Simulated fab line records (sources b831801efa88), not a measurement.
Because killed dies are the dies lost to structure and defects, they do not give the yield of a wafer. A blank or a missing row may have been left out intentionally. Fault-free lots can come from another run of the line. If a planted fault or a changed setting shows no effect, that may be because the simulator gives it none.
Code-filled problem report in 8D (eight disciplines) form	flow gf180mcu	the parts of the form that need people (team, actions taken, sign-off) are left out

1. THE PROBLEM
At GF_V5_PEB_12, heater power total W averages 88.98 W over 3 wafers from 3 lots, while fault-free wafers read 85.69 W, standard deviation 0.077. That is +43 standard deviations from the usual mean.
The step: peb time 90 s.
Earliest sighting: wafer L663.6 on litho track-03 at day 31 16:11. The record holds 38 wafers of 13 lots with a number at this step. The rule behind "out" and "out of limits": a value lying over 4 standard deviations away from the usual mean. The rest of the wafers with a number are treated as sound.

2. WHAT IT IS; WHAT IT IS NOT
question	is	is not
which readings at this step	heater power total W	chill plate temp C
which lots	L663, L667, L668	L650, L651, L654, L655, L657, L658, L659, L670, L671, L672
which wafers of those lots	L663.6, L667.6, L668.6	L663.2, L667.1, L667.2, L668.2, L668.5
read on which tools	litho track-03	litho track-01, litho track-04
when	from day 31 16:11	up to then (22 sound wafers); but 13 sound wafers of L667, L668, L670, L671, L672 came after

3. WHAT RULES OUT EACH SUSPECT
Counting: a tool at a process step up to the reading stays a suspect if it ran every lot that is out. Sound lots after the first of them don't rule it out here, since some wafers of a struck lot are sound.
- cmp-01 at GF_V5_CMP_04 (polishes SiO2): kept. It ran every lot that is out, first L663 (day 30 22:31); its last sound lot up to then is L659 (day 29 13:57).
- litho track-03 at GF_V5_PEB_12 (peb time 90 s): kept. It ran every lot that is out, first L663 (day 31 16:11); its last sound lot up to then is L658 (day 30 06:41). Out on those wafers are its own readings of heater power total W.
Remaining after the count are cmp-01 at GF_V5_CMP_04 and litho track-03 at GF_V5_PEB_12.

4. THE CAUSE (what the simulator had put in)
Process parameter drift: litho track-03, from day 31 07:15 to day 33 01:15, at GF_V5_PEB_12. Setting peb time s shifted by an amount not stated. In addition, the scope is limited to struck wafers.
This tool is one of the 2 suspects left after counting.

5. SEQUENCE OF EFFECTS, ordered by route
Each row: a reading where the mean over the struck wafers with a number is more than 3 standard deviations away from the usual. Only readings for which the record gives a usual standard deviation are gone through. hours: the time from each lot's start at the first step in this table that gives one to its start at this step, as a median over the lots. sigmas: the change in usual standard deviations.
hours	step	reading	usual	on struck wafers	change	sigmas
0	GF_V5_PEB_12	heater power total W	85.69 W	88.98	+3.29	+43
Its process steps:
- GF_V5_PEB_12: peb time 90 s.
Readings that are blank on the struck wafers while sound wafers have them: plate temp C at GF_V5_PEB_12.

6. WHAT WOULD HAVE CAUGHT IT SOONER
In this record no reading fell out of limits until day 31 16:11, 9 hours after the fault had begun at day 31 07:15.
